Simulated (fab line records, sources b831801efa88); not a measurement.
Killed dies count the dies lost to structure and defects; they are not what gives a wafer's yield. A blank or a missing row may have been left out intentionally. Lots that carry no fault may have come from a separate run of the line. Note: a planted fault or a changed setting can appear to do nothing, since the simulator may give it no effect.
The tool behind it: which one?	flow gf180mcu	14 lots, 42 wafers sampled, at 5 steps of a route of 602

WHAT THE GAUGES SHOWED, per wafer
GF_DNWELL_TW_MEAS_09. Usual: for DNWELL_TW the level is 1347 and the standard deviation is 9.5.
lot	measured	on	DNWELL_TW	flag
L425	day 2 19:46	film_metro-04	1343 1344 1338	
L426	day 3 00:49	film_metro-01	1359 1360 1350	
L428	day 3 10:52	film_metro-04	1337 1333 1324	
L429	day 3 16:02	film_metro-02	1355 1348 1349	
L430	day 3 22:04	film_metro-01	1361 1359 1362	
L433	day 4 16:01	film_metro-01	1357 1359 1364	
L434	day 4 18:58	film_metro-04	1357 1350 1360	
L435	day 5 01:13	film_metro-01	1358 1354 1360	
L436	day 5 05:11	film_metro-01	1357 1356 1353	
L437	day 5 10:16	film_metro-04	1336 1341 1337	
L439	day 5 21:50	film_metro-01	2544 2553 2536 2566 2554 2542	OFF
L440	day 6 03:21	film_metro-01	2550 2551 2535 2534 2549 2552	OFF
L441	day 6 10:31	film_metro-04	2505 2505 2521 2509 2509 2502	OFF
L442	day 6 14:34	film_metro-02	2542 2522 2516 2545 2529 2534	OFF

GF_VT_IMPLANT_OVL_MEAS_18. Usual: for VT_IMPLANT_01_OVL the level is 0.1 nm and the standard deviation is 1.2.
lot	measured	on	VT_IMPLANT_01_OVL (nm)	flag
L425	day 6 07:05	overlay-02	0.1 -1.2 0.3	
L426	day 6 12:04	overlay-02	-1.0 0.4 1.0	
L428	day 6 23:59	overlay-01	1.2 2.5 2.6	
L429	day 7 07:10	overlay-02	-0.6 -0.2 0.2	
L430	day 7 15:22	overlay-02	1.0 3.0 1.4	
L433	day 8 12:07	overlay-01	-0.1 -0.3 1.3	
L434	day 9 00:13	overlay-02	-0.8 -1.1 -0.6	
L435	day 9 00:28	overlay-02	-0.7 0.7 -0.7	
L436	day 9 04:17	overlay-01	-0.2 -1.7 -2.4	
L437	day 9 09:43	overlay-02	0.3 0.7 -0.5	

EACH LOT AND THE TOOL THAT RAN IT (in order: tool; ch and the chambers of the sampled wafers; start)
lot	GF_STI_ETCH_14	GF_DNWELL_IMPLANT_07	GF_LVPWELL_STRIP_10
L425	rie_si-02 ch 2,3, day 2 02:26	implanter-01 ch 0, day 2 19:34	plasma_asher-02 ch 0,1, day 3 21:49
L426	rie_si-02 ch 1,2,3, day 2 08:08	implanter-04 ch 0, day 3 00:34	plasma_asher-02 ch 0,1, day 4 02:47
L428	rie_si-01 ch 1,2,3, day 2 17:34	implanter-04 ch 0, day 3 10:38	plasma_asher-04 ch 1, day 4 13:30
L429	rie_si-01 ch 2,3, day 2 22:10	implanter-01 ch 0, day 3 15:48	plasma_asher-02 ch 1, day 4 19:57
L430	rie_si-02 ch 0,1,2, day 3 03:01	implanter-03 ch 0, day 3 21:50	plasma_asher-01 ch 0,1, day 5 02:32
L433	rie_si-01 ch 2,3, day 3 18:49	implanter-04 ch 0, day 4 15:46	plasma_asher-02 ch 0, day 5 21:00
L434	rie_si-02 ch 0,1,3, day 4 00:23	implanter-04 ch 0, day 4 18:43	plasma_asher-04 ch 0,1, day 6 06:53
L435	rie_si-02 ch 1,2,3, day 4 05:59	implanter-04 ch 0, day 5 00:59	plasma_asher-04 ch 0,1, day 6 07:39
L436	rie_si-01 ch 1,2,3, day 4 10:55	implanter-03 ch 0, day 5 04:57	plasma_asher-02 ch 1, day 6 11:32
L437	rie_si-01 ch 0,1,3, day 4 15:05	implanter-03 ch 0, day 5 10:01	plasma_asher-02 ch 0,1, day 6 15:17
L439	rie_si-01 ch 0,2,3, day 5 01:46	implanter-01 ch 0, day 5 21:35	-
L440	rie_si-02 ch 0,2,3, day 5 07:07	implanter-03 ch 0, day 6 03:07	-
L441	rie_si-02 ch 0,1, day 5 11:46	implanter-04 ch 0, day 6 10:16	-
L442	rie_si-02 ch 1,2, day 5 16:53	implanter-03 ch 0, day 6 14:20	-
- GF_STI_ETCH_14: etches Si in HBr/Cl2/O2, target depth 360 nm, time 102.9 s.
- GF_DNWELL_IMPLANT_07
- GF_LVPWELL_STRIP_10: strips in O2/N2.

AS READ BY THE TOOLS THEMSELVES (means over the sampled wafers that have a number; for cases with no such wafer, the mark the record gives instead)
GF_STI_ETCH_14. Usual: chamber_pressure_mTorr 15.000 mTorr, standard deviation 0.014; drypump_motor_current_A 5.7 A, standard deviation 0.39; oes_product_au 1.010 a.u., standard deviation 0.0095; throttle_valve_pct 25.651 %, standard deviation 0.011.
lot	tool	chamber_pressure_mTorr (mTorr)	drypump_motor_current_A (A)	oes_product_au (a.u.)	throttle_valve_pct (%)	flag
L425	rie_si-02	14.991	5.6	1.005	25.657	
L426	rie_si-02	14.991	5.7	1.012	25.650	
L428	rie_si-01	15.015	5.5	1.010	25.648	
L429	rie_si-01	14.996	5.3	1.024	25.648	
L430	rie_si-02	15.009	5.8	1.009	25.649	
L433	rie_si-01	14.987	5.2	1.007	25.648	
L434	rie_si-02	15.012	6.0	1.019	25.644	
L435	rie_si-02	15.000	5.7	1.008	25.654	
L436	rie_si-01	15.022	5.5	1.008	25.650	
L437	rie_si-01	14.988	5.7	1.010	25.652	
L439	rie_si-01	14.993	5.5	1.016	25.646	
L440	rie_si-02	14.996	5.7	1.003	25.661	
L441	rie_si-02	15.007	6.1	1.011	25.664	
L442	rie_si-02	15.004	5.7	1.006	25.648	

GF_DNWELL_IMPLANT_07. Usual: faraday_current_uA 56.3, standard deviation 1.
lot	tool	faraday_current_uA	flag
L425	implanter-01	57.6	
L426	implanter-04	57.3	
L428	implanter-04	56.3	
L429	implanter-01	56.7	
L430	implanter-03	57.1	
L433	implanter-04	56.1	
L434	implanter-04	56.6	
L435	implanter-04	55.6	
L436	implanter-03	57.0	
L437	implanter-03	55.7	
L439	implanter-01	56.5	
L440	implanter-03	56.1	
L441	implanter-04	56.1	
L442	implanter-03	55.3	

GF_LVPWELL_STRIP_10. Usual: chamber_pressure_mTorr 1499.9 mTorr, standard deviation 1.3; drypump_motor_current_A 5.8 A, standard deviation 0.39; heater_power_w 322 W, standard deviation 16; oes_product_au 0.723 a.u., standard deviation 0.0046; strip_time_to_endpoint_s 36.92 s, standard deviation 0.098.
lot	tool	chamber_pressure_mTorr (mTorr)	drypump_motor_current_A (A)	heater_power_w (W)	oes_product_au (a.u.)	strip_time_to_endpoint_s (s)	flag
L425	plasma_asher-02	1499.7	5.9	326	0.722	36.80	
L426	plasma_asher-02	1499.2	5.9	316	0.724	37.01	
L428	plasma_asher-04	1499.3	6.3	336	0.721	37.01	
L429	plasma_asher-02	1499.7	6.0	336	0.718	36.89	
L430	plasma_asher-01	1499.8	5.6	305	0.728	36.98	
L433	plasma_asher-02	1499.4	5.8	305	0.727	36.82	
L434	plasma_asher-04	1499.7	5.8	324	0.722	36.93	
L435	plasma_asher-04	1499.3	5.5	324	0.723	37.08	
L436	plasma_asher-02	1499.1	6.0	338	0.723	36.91	
L437	plasma_asher-02	1500.5	5.9	314	0.719	36.75	

THE ANSWER, worked out from the rows above alone
Rule: take the mean of a lot's wafers that have a number; if it is more than 3 standard deviations from the usual mean, the lot is off. A lot without any number at a reading at which 4 lots or more have one is off too. Where the step has rows for the other lots, those lots are counted as sound. Order of review: gauges by route order, followed by the tools' own readings, for which a lot's mean as printed above is used. At the first step where some lot is off, the reading lying furthest off is the one used; lots without a number count as furthest.
Off: at GF_DNWELL_TW_MEAS_09 (DNWELL_TW), L439, L440, L441, L442.
A tool fits if, at a process step before that reading, it ran every lot that is off, and no sound lot after the first of them. Gauges at GF_DNWELL_TW_MEAS_09: tried the same way as those tools. None of those tried fits.

WHAT THE SIMULATOR HAD PUT IN
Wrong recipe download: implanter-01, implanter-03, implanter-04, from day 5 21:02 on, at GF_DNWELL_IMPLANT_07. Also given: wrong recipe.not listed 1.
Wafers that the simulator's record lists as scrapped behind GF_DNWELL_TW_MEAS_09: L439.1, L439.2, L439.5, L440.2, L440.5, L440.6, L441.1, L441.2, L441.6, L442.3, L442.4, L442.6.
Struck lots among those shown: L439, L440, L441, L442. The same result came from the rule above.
